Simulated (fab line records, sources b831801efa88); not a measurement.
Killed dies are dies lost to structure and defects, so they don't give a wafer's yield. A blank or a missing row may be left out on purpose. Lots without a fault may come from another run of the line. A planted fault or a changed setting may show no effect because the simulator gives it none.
One fault seen from 2 desks | flow sky130 | each desk has only its own numbers; what lay behind them comes last

THE METROLOGY DESK
What the gauges read, lot by lot, whatever tool the lot ran on: means of the sampled wafers that have a number. A lot is out of limits, marked OUT, if its mean lies more than 4 standard deviations from the usual mean; the brackets give that distance.
Columns: A = POLY_CUT_OVL at SKY_POLY_CUT_OVL_MEAS_09, usual -1 nm; B = METAL2_ALCU_RS at SKY_METAL2_RS_MEAS_05, usual 0.1269 ohm/sq
lot  | first seen here | A  | B
L828 | day 23 22:10    | -2 | 0.1261
L830 | day 25 20:25    | 1  | 0.1269
L831 | day 25 21:07    | -7 | 0.1275
L833 | day 25 23:46    | 3  | 0.1282
L837 | day 27 11:53    | -6 | 0.1279
L838 | day 27 17:25    | -1 | 0.1281
L839 | day 28 03:04    | -4 | 0.1269
L840 | day 28 08:14    | 8  | 0.1275
L841 | day 28 19:35    | 0  | 0.1284
L843 | day 29 14:14    | 6  | 0.1258
L846 | day 30 08:19    | -7 | 0.1270
L849 | day 31 13:01    | 1  | -
L851 | day 33 03:29    | -6 | 0.1267
L850 | day 33 04:47    | -2 | -
This desk's finding: nothing out of limits on any of the 14 lots.

THE TOOL OWNER'S DESK: litho_track-04
The tool's own readings at SKY_CONTACT_PEB_12: means of the sampled wafers that have a number, for each lot that ran on this tool. A lot is out of limits, marked OUT, if its mean lies more than 4 standard deviations from the usual mean; the brackets give that distance.
Columns: A = exhaust_pa at SKY_CONTACT_PEB_12, usual 44.8 Pa
lot  | first seen here | A
L837 | day 34 11:00    | 45.4
L839 | day 35 02:00    | 44.4
L851 | day 39 18:00    | 44.0
This desk's finding: nothing out of limits on any of the 3 lots.

PUT TOGETHER
The metrology desk saw nothing out of limits.
The tool owner's desk saw nothing out of limits.

WHAT THE SIMULATOR HAD PUT IN
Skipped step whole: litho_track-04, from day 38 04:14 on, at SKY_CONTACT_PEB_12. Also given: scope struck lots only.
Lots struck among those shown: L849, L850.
